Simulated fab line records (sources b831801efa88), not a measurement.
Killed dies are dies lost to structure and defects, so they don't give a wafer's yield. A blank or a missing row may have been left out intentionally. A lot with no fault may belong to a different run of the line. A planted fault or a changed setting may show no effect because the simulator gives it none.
A struck lot beside a sound one	flow sky130	15 out of 708 route steps
Sound: the wafers L633.1, L633.2, L633.4. Wafers struck: L643.3, L643.4, L643.5. The cause is given at the end.
Per side, at each step with rows, come the tool, then ch with its chambers, and then its first start. Under that, the readings that differ: sound wafers	struck wafers	difference of the means	sigmas: that difference in standard deviations of wafers without a fault.
alike: readings with means less than 2 such deviations apart, plus words and numbers identical on both sides. not compared: withheld readings, readings lacking a value on some wafer, bounds such as >300 that could conceal the same value, and numbers that have no deviation in the record and whose values overlap.
Wherever a step has rows on one side only, a row that says differs or no value, or a row with sigmas, the two part there. Numbers that have no deviation but don't overlap get no sigmas and don't part them. A reading missing from all wafers of one side parts the sides only when that side holds two or more wafers.

first, 4 steps without rows for these wafers: SKY_LDD_HVP_SOFTBAKE_03 (time 60 s); SKY_LDD_HVP_EXPOSE_04 (exposes mask HVPTM, target cd 700 nm); SKY_LDD_HVP_PEB_05; SKY_LDD_HVP_DEVELOP_06 (develop time 60 s).
SKY_LDD_HVP_OVL_MEAS_07:
  sound on overlay-02 at day 21 11:31; struck on overlay-01 at day 26 06:55
  alike: LDD_HVP_OVL
then, 1 step without rows for these wafers: SKY_LDD_HVP_IMPLANT_08.
SKY_LDD_HVP_STRIP_09: strips in O2/N2.
  sound on plasma-asher-01 ch 0,1, day 21 11:41; struck on plasma-asher-04 ch 0,1, day 26 07:07
  alike: chamber-pressure-mTorr, drypump-motor-current-A, o2-flow-sccm, oes-product-au, strip-time-to-endpoint-s
  not compared: rf-hours-counter-h
SKY_LDD_HVP_TW_MEAS_10:
  sound on film-metro-03 at day 21 11:47; struck on film-metro-01 at day 26 07:13
reading	sound	struck	difference	sigmas
LDD_HVP_TW	458 460 461	447 453 452	-9	-2
then, 4 steps without rows for these wafers: SKY_LDD_LDN_DEHYDRATE_00 (time 60 s); SKY_LDD_LDN_HMDS_01 (prime time 60 s); SKY_LDD_LDN_COAT_02 (resist thk 1140 nm); SKY_LDD_LDN_SOFTBAKE_03 (time 60 s).
SKY_LDD_LDN_EXPOSE_04: exposes mask LDNTM, target cd 700 nm.
  sound on iline-stepper-01 ch 0, day 22 04:17; struck on iline-stepper-01 ch 0, day 26 21:39
reading	sound	struck	difference	sigmas
mask	LDNTM#0 LDNTM#0 LDNTM#0	LDNTM_R1#0 LDNTM_R1#0 LDNTM_R1#0	differs	
then, 1 step without rows for these wafers: SKY_LDD_LDN_PEB_05.
-- the record jumps here: 22 days lie between the struck wafers' starts before and after (it left off in module LDD_LDN and takes up again in module PAD_OPEN, whose first step shown is number 708 of the route) --
SKY_PAD_OPEN_PROBE_99:
  sound on prober-02 at day 45 23:37; struck on prober-02 at day 49 02:14
  alike: killed_at_M0_to_M3, killed_at_M4_up, killed-at-contacts, killed-at-front-end, killed-at-other, killed-dies, killed-open, killed-short

WHERE THEY PART
At SKY_LDD_HVP_TW_MEAS_10 first; at SKY_LDD_LDN_EXPOSE_04 last (within this record only). Later steps at which nothing parts them and some readings are alike: SKY_PAD_OPEN_PROBE_99.

WHY: what had been put in by the simulator
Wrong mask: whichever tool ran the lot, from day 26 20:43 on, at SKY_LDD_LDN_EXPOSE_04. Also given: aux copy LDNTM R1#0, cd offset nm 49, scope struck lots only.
